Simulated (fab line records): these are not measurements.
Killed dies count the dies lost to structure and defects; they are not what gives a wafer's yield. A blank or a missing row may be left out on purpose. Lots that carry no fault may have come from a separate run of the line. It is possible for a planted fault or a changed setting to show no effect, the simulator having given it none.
Which tool was responsible? | flow gf180mcu | 11 lots with 33 wafers sampled at 2 steps, on a route of 602 steps

## WHAT THE GAUGES SHOWED, per wafer
GF_PASSIVATION_THK_MEAS_01.
lot  | measured     | on            | PASSIVATION_CVD_00_THK (nm)
L153 | day 28 10:51 | film-metro-04 | 1035 1024 1033
L154 | day 28 12:17 | film-metro-04 | 995 1005 1009
L157 | day 29 10:21 | film-metro-02 | 999 1004 1011
L159 | day 30 02:17 | film-metro-04 | 985 988 992
L162 | day 30 22:15 | film-metro-01 | 1001 1014 1026
L163 | day 31 01:37 | film-metro-01 | 980 1004 1016
L169 | day 32 15:56 | film-metro-02 | 985 994 990
L171 | day 33 07:20 | film-metro-01 | 977 1002 992
L173 | day 33 15:34 | film-metro-02 | 960 968 996
L174 | day 33 22:51 | film-metro-04 | 998 1015 1006
L176 | day 34 07:08 | film-metro-02 | 979 977 999

## WHICH TOOL RAN EACH LOT (tool, then ch and the chambers of the sampled wafers, then the start)
lot  | GF_V5_ETCH_16
L153 | rie-diel-03 ch 1,2,3, day 27 12:57
L154 | rie-diel-03 ch 1,2,3, day 27 13:40
L157 | rie-diel-02 ch 0,2,3, day 28 12:21
L159 | rie-diel-03 ch 0,1,3, day 29 04:24
L162 | rie-diel-03 ch 1,2,3, day 30 01:07
L163 | rie-diel-04 ch 0,3, day 30 04:42
L169 | rie-diel-04 ch 0,1,3, day 31 20:17
L171 | rie-diel-02 ch 0,1,2, day 32 12:41
L173 | rie-diel-04 ch 0,2, day 32 21:42
L174 | rie-diel-03 ch 2,3, day 33 05:01
L176 | rie-diel-04 ch 1,2,3, day 33 13:07
- GF_V5_ETCH_16: etches BARC in N2/H2.

## THE ANSWER, worked out from the rows above alone
Rule: the lots themselves supply what counts as usual. Put in order of their means at a reading, lots are off if they are a third of the lots or fewer, leave a main group of 4 or more, and stand apart from it by a gap of 3 or more times the standard deviation of the main group's means; of several such gaps the widest counts. A main group is skipped when, at the precision printed for the reading in the tables above, its means are all equal. A lot without any number at a reading at which 4 lots or more have one is off too. The other lots that the step has rows for count as sound.
Across all readings shown, no lot is off: no conclusion can be drawn from this.

## WHAT HAD BEEN PUT IN BY THE SIMULATOR
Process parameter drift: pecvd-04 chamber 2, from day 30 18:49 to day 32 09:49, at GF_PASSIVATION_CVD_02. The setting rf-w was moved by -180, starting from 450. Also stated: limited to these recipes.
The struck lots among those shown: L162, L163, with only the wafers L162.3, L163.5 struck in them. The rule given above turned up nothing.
